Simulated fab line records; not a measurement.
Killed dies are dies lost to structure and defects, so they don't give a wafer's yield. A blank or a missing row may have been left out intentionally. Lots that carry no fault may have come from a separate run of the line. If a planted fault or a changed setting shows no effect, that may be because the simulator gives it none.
What tool caused it? + flow gf180mcu + 6 lots, 18 wafers sampled, at 2 steps of a route of 602

== WHAT THE GAUGES READ, wafer by wafer ==
GF_MVPSD_TW_MEAS_11.
| lot  | measured     | on           | MVPSD_TW                            |
|------|--------------|--------------|-------------------------------------|
| L741 | day 5 04:04  | filmMetro-03 | 553.8 553.5 554.9                   |
| L743 | day 5 15:58  | filmMetro-03 | 554.8 554.7 551.2                   |
| L746 | day 6 08:43  | filmMetro-01 | 553.7 550.6 551.0                   |
| L757 | day 9 21:31  | filmMetro-04 | 579.3 580.6 577.7 580.5 576.6 577.3 |
| L760 | day 10 04:37 | filmMetro-01 | 553.8 551.8 555.6                   |
| L763 | day 11 02:57 | filmMetro-01 | 559.1 554.7 559.7                   |

== TOOL THAT RAN EACH LOT (tool first, then ch and the chambers of the sampled wafers, then the start) ==
| lot  | GF_MVPSD_IMPLANT_09             |
|------|---------------------------------|
| L741 | implanter-01 ch 0, day 5 03:50  |
| L743 | implanter-01 ch 0, day 5 15:44  |
| L746 | implanter-04 ch 0, day 6 08:29  |
| L757 | implanter-01 ch 0, day 9 21:17  |
| L760 | implanter-03 ch 0, day 10 04:23 |
| L763 | implanter-03 ch 0, day 11 02:42 |
- GF_MVPSD_IMPLANT_09

== THE ANSWER, worked out from the rows above alone ==
Rule: the usual values come from the lots themselves. The widest of any qualifying gaps counts: lots, ordered by their means at a reading, are off when they make up no more than a third of the lots, leave a main group of 4 or more, and stand apart from it by 3 or more times the standard deviation of that group's means. A main group is skipped when, at the precision printed for the reading in the tables above, its means are all equal. Also off: a lot with no number at a reading for which 4 or more lots have one. The other lots that the step has rows for count as sound.
Off: L757, at GF_MVPSD_TW_MEAS_11 (MVPSD_TW). For the main group the mean is 554.2 and the standard deviation 2.
If a tool, at a process step before that reading, ran all the lots that are off and no sound lot after the first of them, it fits. The gauges at GF_MVPSD_TW_MEAS_11 are tried like those tools. 2 tools fit, implanter-01 at GF_MVPSD_IMPLANT_09 and filmMetro-04 at GF_MVPSD_TW_MEAS_11, so this cannot tell which one it is.

== WHAT THE SIMULATOR PUT IN ==
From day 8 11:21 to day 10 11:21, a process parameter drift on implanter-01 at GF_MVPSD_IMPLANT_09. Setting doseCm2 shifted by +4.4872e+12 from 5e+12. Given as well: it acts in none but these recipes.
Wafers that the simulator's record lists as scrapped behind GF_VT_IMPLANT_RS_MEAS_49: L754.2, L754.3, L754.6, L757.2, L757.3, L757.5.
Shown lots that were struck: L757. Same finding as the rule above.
